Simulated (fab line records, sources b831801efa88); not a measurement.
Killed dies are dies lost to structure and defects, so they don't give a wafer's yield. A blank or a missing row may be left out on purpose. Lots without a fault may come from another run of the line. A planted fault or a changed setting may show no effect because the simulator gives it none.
Tool commonality check | flow sky130 | 12 lots, 36 wafers sampled

WHY IT WAS OPENED
At SKY_LDD_N_OVL_MEAS_07 the reading LDD_N_OVL is flagged on 4 of 12 lots. Wafers without a fault read 0.3 nm, standard deviation 1.4.
Rule: a lot is flagged when every wafer of it that has a number lies more than 4 standard deviations from that mean, or none has a number. The other lots count as sound.

lot  | measured     | on         | LDD_N_OVL (nm), wafer by wafer | flag
L162 | day 18 20:29 | overlay-02 | 2.3 4.7 4.6                    |
L163 | day 19 02:52 | overlay-02 | -0.1 1.2 -0.3                  |
L164 | day 19 09:56 | overlay-02 | 2.4 1.0 0.7                    |
L165 | day 19 17:53 | overlay-02 | 0.0 -1.2 0.5                   |
L166 | day 20 01:17 | overlay-02 | -0.4 1.0 -0.3                  |
L168 | day 21 00:28 | overlay-02 | 1.5 1.5 0.8                    |
L170 | day 21 20:44 | overlay-02 | 2.6 1.0 2.5                    |
L173 | day 22 15:22 | overlay-02 | -0.2 -0.8 -1.9                 |
L176 | day 24 04:10 | overlay-01 | -58.9 -57.7 -58.0              | FLAGGED
L178 | day 24 11:02 | overlay-01 | -58.7 -57.8 -58.4              | FLAGGED
L179 | day 24 20:23 | overlay-01 | -59.0 -59.8 -57.6              | FLAGGED
L183 | day 26 02:52 | overlay-01 | -59.0 -60.2 -59.3              | FLAGGED
The numbers of the flagged lots are -58.7 nm on average: -59.0 nm against the usual, or -42 standard deviations.

WHICH TOOL RAN EACH LOT
The record holds 2 process steps before the reading, out of a route of 708 steps. In each cell: the tool, then ch and the chambers that the sampled wafers went through, then the start.
lot  | flag    | SKY_RES_PROTECT_STRIP_07             | SKY_LDD_N_EXPOSE_04
L162 |         | plasma_asher-04 ch 0,1, day 16 04:41 | iline_stepper-02 ch 0, day 18 05:59
L163 |         | plasma_asher-01 ch 0,1, day 16 10:17 | iline_stepper-02 ch 0, day 18 11:59
L164 |         | plasma_asher-04 ch 0,1, day 16 17:40 | iline_stepper-01 ch 0, day 18 18:47
L165 |         | plasma_asher-02 ch 1, day 17 02:01   | iline_stepper-01 ch 0, day 19 02:50
L166 |         | plasma_asher-04 ch 0,1, day 17 08:32 | iline_stepper-01 ch 0, day 19 09:25
L168 |         | plasma_asher-01 ch 0,1, day 18 07:11 | iline_stepper-02 ch 0, day 20 09:54
L170 |         | plasma_asher-01 ch 0,1, day 19 01:26 | iline_stepper-01 ch 0, day 21 05:10
L173 |         | plasma_asher-04 ch 0,1, day 19 22:08 | iline_stepper-01 ch 0, day 22 00:11
L176 | FLAGGED | plasma_asher-01 ch 0,1, day 21 11:04 | iline_stepper-02 ch 0, day 23 13:18
L178 | FLAGGED | plasma_asher-02 ch 0,1, day 21 17:35 | iline_stepper-02 ch 0, day 23 19:36
L179 | FLAGGED | plasma_asher-02 ch 0,1, day 22 01:32 | iline_stepper-02 ch 0, day 24 05:05
L183 | FLAGGED | plasma_asher-04 ch 0,1, day 23 09:47 | iline_stepper-02 ch 0, day 25 10:49
What these steps do:
- SKY_RES_PROTECT_STRIP_07: strips in O2/N2.
- SKY_LDD_N_EXPOSE_04: exposes mask NTM, target cd 840 nm.
- SKY_LDD_N_OVL_MEAS_07

FLAGGED OVER TOTAL, TOOL BY TOOL (the gauges that took the reading come last)
step                     | tool             | lots run | flagged | share of the flagged lots | sound lots run after its first flagged lot
SKY_RES_PROTECT_STRIP_07 | plasma_asher-01  | 4        | 1       | some                      | 0
SKY_RES_PROTECT_STRIP_07 | plasma_asher-02  | 3        | 2       | some                      | 0
SKY_RES_PROTECT_STRIP_07 | plasma_asher-04  | 5        | 1       | some                      | 0
SKY_LDD_N_EXPOSE_04      | iline_stepper-01 | 5        | 0       | none                      | -
SKY_LDD_N_EXPOSE_04      | iline_stepper-02 | 7        | 4       | all                       | 0
SKY_LDD_N_OVL_MEAS_07    | overlay-01       | 4        | 4       | all                       | 0
SKY_LDD_N_OVL_MEAS_07    | overlay-02       | 8        | 0       | none                      | -

WHAT THE TABLE ALLOWS
2 rows of the table ran every flagged lot: iline_stepper-02 at SKY_LDD_N_EXPOSE_04, overlay-01 at SKY_LDD_N_OVL_MEAS_07.
- iline_stepper-02 at SKY_LDD_N_EXPOSE_04: 4 of its 7 lots flagged. Its last sound lot is L168 (day 20 09:54), its first flagged lot L176 (day 23 13:18): a fault that began between those two fits.
- overlay-01 at SKY_LDD_N_OVL_MEAS_07: 4 of its 4 lots flagged. It ran no sound lot before its first flagged lot in this sample, so the start can't be narrowed down.
Counting lots can't tell these 2 tools apart, because each fits a fault that began at some hour. More lots, or a look at what each step does to the wafer, might.

WHAT THE SIMULATOR HAD PUT IN
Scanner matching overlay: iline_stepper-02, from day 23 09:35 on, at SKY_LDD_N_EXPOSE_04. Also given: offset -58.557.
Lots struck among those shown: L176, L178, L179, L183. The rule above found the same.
